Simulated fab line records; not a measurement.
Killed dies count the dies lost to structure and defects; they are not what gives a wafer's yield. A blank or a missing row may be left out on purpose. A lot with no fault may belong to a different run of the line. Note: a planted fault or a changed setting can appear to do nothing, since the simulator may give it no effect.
Which tool did it? :: flow sky130 :: 36 wafers from 12 lots sampled at 5 of the route's 708 steps

## WHAT THE GAUGES READ, wafer by wafer
The record holds no reading of a measuring or inspecting step that can be judged against a usual standard deviation.

## WHICH TOOL RAN EACH LOT (tool, then ch and the chambers of the sampled wafers, then the start)
lot: L297
SKY_METAL3_ETCH_16: rie_metal-04 ch 0,1, day 38 20:13
SKY_METAL5_SPUTTER_01: pvd_sputter-04, day 43 01:19
SKY_METAL5_SPUTTER_03: pvd_sputter-04, day 43 01:24
SKY_PAD_OPEN_ETCH_07: rie_diel-01 ch 0,3, day 45 18:29
SKY_PAD_OPEN_PROBE_99: prober-01, day 45 20:52

lot: L298
SKY_METAL3_ETCH_16: rie_metal-02 ch 0,1, day 39 01:21
SKY_METAL5_SPUTTER_01: pvd_sputter-02, day 43 04:56
SKY_METAL5_SPUTTER_03: pvd_sputter-02, day 43 05:00
SKY_PAD_OPEN_ETCH_07: rie_diel-04 ch 2,3, day 45 23:05
SKY_PAD_OPEN_PROBE_99: prober-02, day 46 01:26

lot: L299
SKY_METAL3_ETCH_16: rie_metal-03 ch 0,1, day 39 07:20
SKY_METAL5_SPUTTER_01: pvd_sputter-04, day 43 10:13
SKY_METAL5_SPUTTER_03: pvd_sputter-04, day 43 10:17
SKY_PAD_OPEN_ETCH_07: rie_diel-03 ch 0,2,3, day 46 05:16
SKY_PAD_OPEN_PROBE_99: prober-01, day 46 07:35

lot: L300
SKY_METAL3_ETCH_16: rie_metal-03 ch 0,1, day 40 08:02
SKY_METAL5_SPUTTER_01: pvd_sputter-04, day 44 11:37
SKY_METAL5_SPUTTER_03: pvd_sputter-04, day 44 11:41
SKY_PAD_OPEN_ETCH_07: rie_diel-03 ch 0,3, day 47 03:32
SKY_PAD_OPEN_PROBE_99: prober-02, day 47 06:02

lot: L303
SKY_METAL3_ETCH_16: rie_metal-04 ch 0,1, day 41 13:37
SKY_METAL5_SPUTTER_01: pvd_sputter-04, day 45 15:37
SKY_METAL5_SPUTTER_03: pvd_sputter-04, day 45 15:42
SKY_PAD_OPEN_ETCH_07: rie_diel-04 ch 0,1,3, day 48 04:59
SKY_PAD_OPEN_PROBE_99: prober-01, day 48 07:53

lot: L306
SKY_METAL3_ETCH_16: rie_metal-04 ch 1, day 41 14:02
SKY_METAL5_SPUTTER_01: pvd_sputter-02, day 45 16:02
SKY_METAL5_SPUTTER_03: pvd_sputter-02, day 45 16:06
SKY_PAD_OPEN_ETCH_07: rie_diel-03 ch 1,2,3, day 48 06:50
SKY_PAD_OPEN_PROBE_99: prober-02, day 48 09:33

lot: L307
SKY_METAL3_ETCH_16: rie_metal-03 ch 0,1, day 41 23:31
SKY_METAL5_SPUTTER_01: pvd_sputter-01, day 45 21:35
SKY_METAL5_SPUTTER_03: pvd_sputter-01, day 45 21:40
SKY_PAD_OPEN_ETCH_07: rie_diel-01 ch 0,1,2, day 48 10:23
SKY_PAD_OPEN_PROBE_99: prober-01, day 48 12:43

lot: L308
SKY_METAL3_ETCH_16: rie_metal-02 ch 0,1, day 42 10:59
SKY_METAL5_SPUTTER_01: pvd_sputter-01, day 46 10:07
SKY_METAL5_SPUTTER_03: pvd_sputter-01, day 46 10:12
SKY_PAD_OPEN_ETCH_07: rie_diel-04 ch 1,2, day 48 22:40
SKY_PAD_OPEN_PROBE_99: prober-02, day 49 01:19

lot: L310
SKY_METAL3_ETCH_16: rie_metal-02 ch 0,1, day 42 17:50
SKY_METAL5_SPUTTER_01: pvd_sputter-02, day 46 15:28
SKY_METAL5_SPUTTER_03: pvd_sputter-02, day 46 15:32
SKY_PAD_OPEN_ETCH_07: rie_diel-04 ch 1,2,3, day 49 02:16
SKY_PAD_OPEN_PROBE_99: prober-02, day 49 05:04

lot: L311
SKY_METAL3_ETCH_16: rie_metal-03 ch 0,1, day 43 01:01
SKY_METAL5_SPUTTER_01: pvd_sputter-04, day 46 20:07
SKY_METAL5_SPUTTER_03: pvd_sputter-04, day 46 20:12
SKY_PAD_OPEN_ETCH_07: rie_diel-03 ch 1,2, day 49 06:52
SKY_PAD_OPEN_PROBE_99: prober-01, day 49 09:42

lot: L312
SKY_METAL3_ETCH_16: rie_metal-04 ch 0,1, day 43 10:54
SKY_METAL5_SPUTTER_01: pvd_sputter-01, day 47 08:12
SKY_METAL5_SPUTTER_03: pvd_sputter-01, day 47 08:17
SKY_PAD_OPEN_ETCH_07: rie_diel-03 ch 0,1,2, day 49 17:02
SKY_PAD_OPEN_PROBE_99: prober-02, day 49 19:38

lot: L318
SKY_METAL3_ETCH_16: rie_metal-03 ch 0,1, day 44 18:03
SKY_METAL5_SPUTTER_01: pvd_sputter-04, day 48 10:34
SKY_METAL5_SPUTTER_03: pvd_sputter-04, day 48 10:38
SKY_PAD_OPEN_ETCH_07: rie_diel-04 ch 0,1,2, day 50 15:53
SKY_PAD_OPEN_PROBE_99: prober-02, day 50 18:16
- SKY_METAL3_ETCH_16: etches BARC in N2/H2, stops on SiO2, time 88.2 s, target depth 60 nm.
- SKY_METAL5_SPUTTER_01: material TiN, target thk 20 nm, time 16.7 s.
- SKY_METAL5_SPUTTER_03: material Ti, target thk 5 nm, time 3.3 s.
- SKY_PAD_OPEN_ETCH_07: etches the open film in CF4/O2, stops on AlCu, target depth 725 nm, time 161.1 s.
- SKY_PAD_OPEN_PROBE_99

## AS READ BY THE TOOLS THEMSELVES (means over the sampled wafers that have a number; for cases with no such wafer, the mark the record gives instead)
SKY_METAL3_ETCH_16. Usual: drypump_motor_current_A 5.8 A, standard deviation 0.48; oes_product_au 0.625 a.u., standard deviation 0.0044; rf_fwd_power_W 497.6 W, standard deviation 1.7; throttle_valve_pct 13.205 %, standard deviation 0.0091.
lot: L297
tool: rie_metal-04
drypump_motor_current_A (A): 6.0
oes_product_au (a.u.): 0.623
rf_fwd_power_W (W): 499.1
throttle_valve_pct (%): 13.196
flag: 

lot: L298
tool: rie_metal-02
drypump_motor_current_A (A): 5.9
oes_product_au (a.u.): 0.627
rf_fwd_power_W (W): 497.7
throttle_valve_pct (%): 13.207
flag: 

lot: L299
tool: rie_metal-03
drypump_motor_current_A (A): 5.3
oes_product_au (a.u.): 0.620
rf_fwd_power_W (W): 498.4
throttle_valve_pct (%): 13.205
flag: 

lot: L300
tool: rie_metal-03
drypump_motor_current_A (A): 5.3
oes_product_au (a.u.): 0.622
rf_fwd_power_W (W): 498.4
throttle_valve_pct (%): 13.216
flag: 

lot: L303
tool: rie_metal-04
drypump_motor_current_A (A): 6.2
oes_product_au (a.u.): 0.628
rf_fwd_power_W (W): 498.6
throttle_valve_pct (%): 13.201
flag: 

lot: L306
tool: rie_metal-04
drypump_motor_current_A (A): 6.5
oes_product_au (a.u.): 0.624
rf_fwd_power_W (W): 497.4
throttle_valve_pct (%): 13.203
flag: 

lot: L307
tool: rie_metal-03
drypump_motor_current_A (A): 5.6
oes_product_au (a.u.): 0.627
rf_fwd_power_W (W): 497.0
throttle_valve_pct (%): 13.204
flag: 

lot: L308
tool: rie_metal-02
drypump_motor_current_A (A): 5.6
oes_product_au (a.u.): 0.624
rf_fwd_power_W (W): 499.8
throttle_valve_pct (%): 13.208
flag: 

lot: L310
tool: rie_metal-02
drypump_motor_current_A (A): 5.6
oes_product_au (a.u.): 0.630
rf_fwd_power_W (W): 499.0
throttle_valve_pct (%): 13.205
flag: 

lot: L311
tool: rie_metal-03
drypump_motor_current_A (A): 5.3
oes_product_au (a.u.): 0.627
rf_fwd_power_W (W): 497.9
throttle_valve_pct (%): 13.206
flag: 

lot: L312
tool: rie_metal-04
drypump_motor_current_A (A): 6.0
oes_product_au (a.u.): 0.624
rf_fwd_power_W (W): 497.4
throttle_valve_pct (%): 13.200
flag: 

lot: L318
tool: rie_metal-03
drypump_motor_current_A (A): 5.6
oes_product_au (a.u.): 0.621
rf_fwd_power_W (W): 498.1
throttle_valve_pct (%): 13.207
flag: 

SKY_METAL5_SPUTTER_01. Usual: throttle_valve_pct at 30.3 %, with a standard deviation of 0.8.
lot: L297
tool: pvd_sputter-04
throttle_valve_pct (%): 30.1
flag: 

lot: L298
tool: pvd_sputter-02
throttle_valve_pct (%): 29.8
flag: 

lot: L299
tool: pvd_sputter-04
throttle_valve_pct (%): 30.5
flag: 

lot: L300
tool: pvd_sputter-04
throttle_valve_pct (%): 30.2
flag: 

lot: L303
tool: pvd_sputter-04
throttle_valve_pct (%): 30.4
flag: 

lot: L306
tool: pvd_sputter-02
throttle_valve_pct (%): 29.8
flag: 

lot: L307
tool: pvd_sputter-01
throttle_valve_pct (%): 30.5
flag: 

lot: L308
tool: pvd_sputter-01
throttle_valve_pct (%): 30.8
flag: 

lot: L310
tool: pvd_sputter-02
throttle_valve_pct (%): 29.4
flag: 

lot: L311
tool: pvd_sputter-04
throttle_valve_pct (%): 30.0
flag: 

lot: L312
tool: pvd_sputter-01
throttle_valve_pct (%): 30.9
flag: 

lot: L318
tool: pvd_sputter-04
throttle_valve_pct (%): 30.2
flag: 

SKY_METAL5_SPUTTER_03. Usual: throttle_valve_pct at 30.3 %, with a standard deviation of 0.78.
lot: L297
tool: pvd_sputter-04
throttle_valve_pct (%): 30.2
flag: 

lot: L298
tool: pvd_sputter-02
throttle_valve_pct (%): 29.7
flag: 

lot: L299
tool: pvd_sputter-04
throttle_valve_pct (%): 30.7
flag: 

lot: L300
tool: pvd_sputter-04
throttle_valve_pct (%): 30.3
flag: 

lot: L303
tool: pvd_sputter-04
throttle_valve_pct (%): 30.4
flag: 

lot: L306
tool: pvd_sputter-02
throttle_valve_pct (%): 29.6
flag: 

lot: L307
tool: pvd_sputter-01
throttle_valve_pct (%): 30.3
flag: 

lot: L308
tool: pvd_sputter-01
throttle_valve_pct (%): 30.6
flag: 

lot: L310
tool: pvd_sputter-02
throttle_valve_pct (%): 29.6
flag: 

lot: L311
tool: pvd_sputter-04
throttle_valve_pct (%): 29.8
flag: 

lot: L312
tool: pvd_sputter-01
throttle_valve_pct (%): 30.8
flag: 

lot: L318
tool: pvd_sputter-04
throttle_valve_pct (%): 30.1
flag: 

SKY_PAD_OPEN_ETCH_07. Usual: drypump_motor_current_A 5.7 A, standard deviation 0.39; oes_product_au 0.978 a.u., standard deviation 0.0068; rf_fwd_power_W 796.0 W, standard deviation 2.4; throttle_valve_pct 5.967 %, standard deviation 0.0094.
lot: L297
tool: rie_diel-01
drypump_motor_current_A (A): 5.6
oes_product_au (a.u.): 0.981
rf_fwd_power_W (W): 795.8
throttle_valve_pct (%): 5.965
flag: 

lot: L298
tool: rie_diel-04
drypump_motor_current_A (A): 5.8
oes_product_au (a.u.): 0.988
rf_fwd_power_W (W): 792.3
throttle_valve_pct (%): 5.976
flag: 

lot: L299
tool: rie_diel-03
drypump_motor_current_A (A): 5.9
oes_product_au (a.u.): 0.979
rf_fwd_power_W (W): 797.4
throttle_valve_pct (%): 5.970
flag: 

lot: L300
tool: rie_diel-03
drypump_motor_current_A (A): 6.0
oes_product_au (a.u.): 0.984
rf_fwd_power_W (W): 793.8
throttle_valve_pct (%): 5.964
flag: 

lot: L303
tool: rie_diel-04
drypump_motor_current_A (A): 5.2
oes_product_au (a.u.): 0.977
rf_fwd_power_W (W): 797.3
throttle_valve_pct (%): 5.963
flag: 

lot: L306
tool: rie_diel-03
drypump_motor_current_A (A): 5.8
oes_product_au (a.u.): 0.978
rf_fwd_power_W (W): 796.5
throttle_valve_pct (%): 5.956
flag: 

lot: L307
tool: rie_diel-01
drypump_motor_current_A (A): 5.8
oes_product_au (a.u.): 0.975
rf_fwd_power_W (W): 795.8
throttle_valve_pct (%): 5.962
flag: 

lot: L308
tool: rie_diel-04
drypump_motor_current_A (A): 5.9
oes_product_au (a.u.): 0.975
rf_fwd_power_W (W): 793.9
throttle_valve_pct (%): 5.961
flag: 

lot: L310
tool: rie_diel-04
drypump_motor_current_A (A): 5.6
oes_product_au (a.u.): 0.969
rf_fwd_power_W (W): 795.1
throttle_valve_pct (%): 5.960
flag: 

lot: L311
tool: rie_diel-03
drypump_motor_current_A (A): 5.8
oes_product_au (a.u.): 0.914
rf_fwd_power_W (W): 665.9
throttle_valve_pct (%): 5.942
flag: OFF

lot: L312
tool: rie_diel-03
drypump_motor_current_A (A): 6.0
oes_product_au (a.u.): 0.918
rf_fwd_power_W (W): 669.9
throttle_valve_pct (%): 5.955
flag: OFF

lot: L318
tool: rie_diel-04
drypump_motor_current_A (A): 5.5
oes_product_au (a.u.): 0.980
rf_fwd_power_W (W): 795.2
throttle_valve_pct (%): 5.973
flag: 

SKY_PAD_OPEN_PROBE_99. Usual: defect_limited_yield 82.2 %, standard deviation 1.8; killed_at_M0_to_M3 44, standard deviation 6; killed_at_M4_up 3.3, standard deviation 2.1; killed_at_contacts 25, standard deviation 5.5; killed_at_front_end 15, standard deviation 4.3; killed_at_other 0.2, standard deviation 0.41; killed_dies 88, standard deviation 9.1; killed_open 48, standard deviation 6.6; killed_short 39, standard deviation 6.7.
lot: L297
tool: prober-01
defect_limited_yield (%): 85.0
killed_at_M0_to_M3: 35
killed_at_M4_up: 1.3
killed_at_contacts: 26
killed_at_front_end: 12
killed_at_other: 0.0
killed_dies: 74
killed_open: 43
killed_short: 30
flag: 

lot: L298
tool: prober-02
defect_limited_yield (%): 82.9
killed_at_M0_to_M3: 41
killed_at_M4_up: 3.7
killed_at_contacts: 24
killed_at_front_end: 15
killed_at_other: 0.3
killed_dies: 84
killed_open: 53
killed_short: 31
flag: 

lot: L299
tool: prober-01
defect_limited_yield (%): 81.0
killed_at_M0_to_M3: 48
killed_at_M4_up: 3.7
killed_at_contacts: 27
killed_at_front_end: 14
killed_at_other: 0.0
killed_dies: 93
killed_open: 51
killed_short: 43
flag: 

lot: L300
tool: prober-02
defect_limited_yield (%): 82.5
killed_at_M0_to_M3: 42
killed_at_M4_up: 2.3
killed_at_contacts: 23
killed_at_front_end: 18
killed_at_other: 0.7
killed_dies: 86
killed_open: 42
killed_short: 44
flag: 

lot: L303
tool: prober-01
defect_limited_yield (%): 80.6
killed_at_M0_to_M3: 52
killed_at_M4_up: 4.0
killed_at_contacts: 24
killed_at_front_end: 15
killed_at_other: 0.0
killed_dies: 95
killed_open: 48
killed_short: 47
flag: 

lot: L306
tool: prober-02
defect_limited_yield (%): 80.6
killed_at_M0_to_M3: 48
killed_at_M4_up: 1.7
killed_at_contacts: 30
killed_at_front_end: 15
killed_at_other: 0.3
killed_dies: 95
killed_open: 54
killed_short: 42
flag: 

lot: L307
tool: prober-01
defect_limited_yield (%): 82.5
killed_at_M0_to_M3: 46
killed_at_M4_up: 2.7
killed_at_contacts: 23
killed_at_front_end: 15
killed_at_other: 0.0
killed_dies: 86
killed_open: 52
killed_short: 34
flag: 

lot: L308
tool: prober-02
defect_limited_yield (%): 82.1
killed_at_M0_to_M3: 46
killed_at_M4_up: 4.0
killed_at_contacts: 21
killed_at_front_end: 16
killed_at_other: 0.0
killed_dies: 88
killed_open: 48
killed_short: 40
flag: 

lot: L310
tool: prober-02
defect_limited_yield (%): 83.4
killed_at_M0_to_M3: 43
killed_at_M4_up: 2.3
killed_at_contacts: 24
killed_at_front_end: 13
killed_at_other: 0.0
killed_dies: 82
killed_open: 50
killed_short: 30
flag: 

lot: L311
tool: prober-01
defect_limited_yield (%): 81.2
killed_at_M0_to_M3: 47
killed_at_M4_up: 3.0
killed_at_contacts: 28
killed_at_front_end: 14
killed_at_other: 0.3
killed_dies: 92
killed_open: 49
killed_short: 43
flag: 

lot: L312
tool: prober-02
defect_limited_yield (%): 82.2
killed_at_M0_to_M3: 43
killed_at_M4_up: 3.0
killed_at_contacts: 26
killed_at_front_end: 16
killed_at_other: 0.0
killed_dies: 88
killed_open: 47
killed_short: 41
flag: 

lot: L318
tool: prober-02
defect_limited_yield (%): 81.4
killed_at_M0_to_M3: 43
killed_at_M4_up: 6.0
killed_at_contacts: 25
killed_at_front_end: 17
killed_at_other: 0.7
killed_dies: 92
killed_open: 47
killed_short: 45
flag: 

## THE ANSWER, worked out from the rows above alone
Rule: take the mean of a lot's wafers that have a number; if it is more than 3 standard deviations from the usual mean, the lot is off. Also off: a lot with no number at a reading for which 4 or more lots have one. The other lots that the step has rows for count as sound. The gauges are gone through in route order, then the tools' own readings, and for those a lot's mean is taken as printed above. At the first step where some lot is off, the reading lying furthest off is the one used; lots without a number count as furthest.
Off: L311, L312, at SKY_PAD_OPEN_ETCH_07 (rf_fwd_power_W).
If a tool, at that step or one of the process steps before it, ran each lot that is off and ran no sound lot following the first of them, it fits. One fits: rie_diel-03 at SKY_PAD_OPEN_ETCH_07. Its last sound lot is L306 (day 48 06:50), its first lot that is off L311 (day 49 06:52): a fault that began between those two fits.
The tool's own readings at SKY_PAD_OPEN_ETCH_07 bear it out: on the lots that are off they differ by more than 5 times the standard deviation of the sound lots' means. oes_product_au reads 0.916 a.u. there against 0.979 a.u. on the sound lots; rf_fwd_power_W reads 667.9 W there against 795.3 W on the sound lots.

## WHAT THE SIMULATOR HAD PUT IN
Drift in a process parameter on rie_diel-03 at SKY_PAD_OPEN_ETCH_07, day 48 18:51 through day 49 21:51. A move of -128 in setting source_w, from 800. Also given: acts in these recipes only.
Lots struck among those shown: L311, L312. The rule above reached the same finding.
